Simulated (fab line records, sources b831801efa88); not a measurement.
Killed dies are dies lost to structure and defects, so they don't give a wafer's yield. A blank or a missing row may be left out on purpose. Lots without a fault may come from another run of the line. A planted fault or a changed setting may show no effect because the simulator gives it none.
Chamber matching | flow sky130 | SKY_METAL4_ETCH_17 on rie_diel-01: 4 sister chambers
The step etches SiO2 in C4F8/O2/Ar, stops on TiN, time 3.9 s, target depth 15 nm. 8 wafers are shown with their chamber, then 7 later ones without.

WAFERS WITH THEIR CHAMBER
wafer  | chamber | oes_product_au (a.u.)
L494.5 | 3       | 0.751
L496.2 | 3       | 0.765
L496.3 | 2       | 0.754
L498.2 | 1       | 0.750
L498.5 | 0       | 0.752
L499.2 | 2       | 0.744
L499.5 | 0       | 0.757
L499.6 | 1       | 0.760

WAFERS WITHOUT THEIR CHAMBER
wafer  | oes_product_au (a.u.)
L504.2 | 0.763
L504.6 | 0.759
L506.2 | 0.757
L506.6 | 0.768
L514.1 | 0.750
L514.2 | 0.743
L514.5 | 0.763

WHICH CHAMBER EACH WENT THROUGH
wafer  | from the rows above               | in truth
L504.2 | can't be placed: 3 or 1 or 0 or 2 | 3
L504.6 | can't be placed: 3 or 1 or 0 or 2 | 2
L506.2 | can't be placed: 3 or 1 or 0 or 2 | 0
L506.6 | can't be placed: 3 or 1 or 0 or 2 | 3
L514.1 | can't be placed: 2 or 0 or 1 or 3 | 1
L514.2 | can't be placed: 2 or 0 or 1 or 3 | 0
L514.5 | can't be placed: 3 or 1 or 0 or 2 | 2
Placed correctly: 0 of 7. Can't be placed from these rows: 7 (the true chamber is among the candidates in 7). Placed wrongly: 0.
How it was worked out, from the rows above alone: a wafer's distance from a chamber is the root of the sum, over the readings, of the square of ((its reading less the chamber's mean) divided by the reading's scatter). The wafer belongs to the nearest chamber; if the next one is less than 2 further off, it can't be placed. A chamber's mean is the mean of its shown wafers. The scatter: the root of (the sum of the squares of (reading less its chamber's mean) over the shown wafers, divided by (wafers less chambers)).
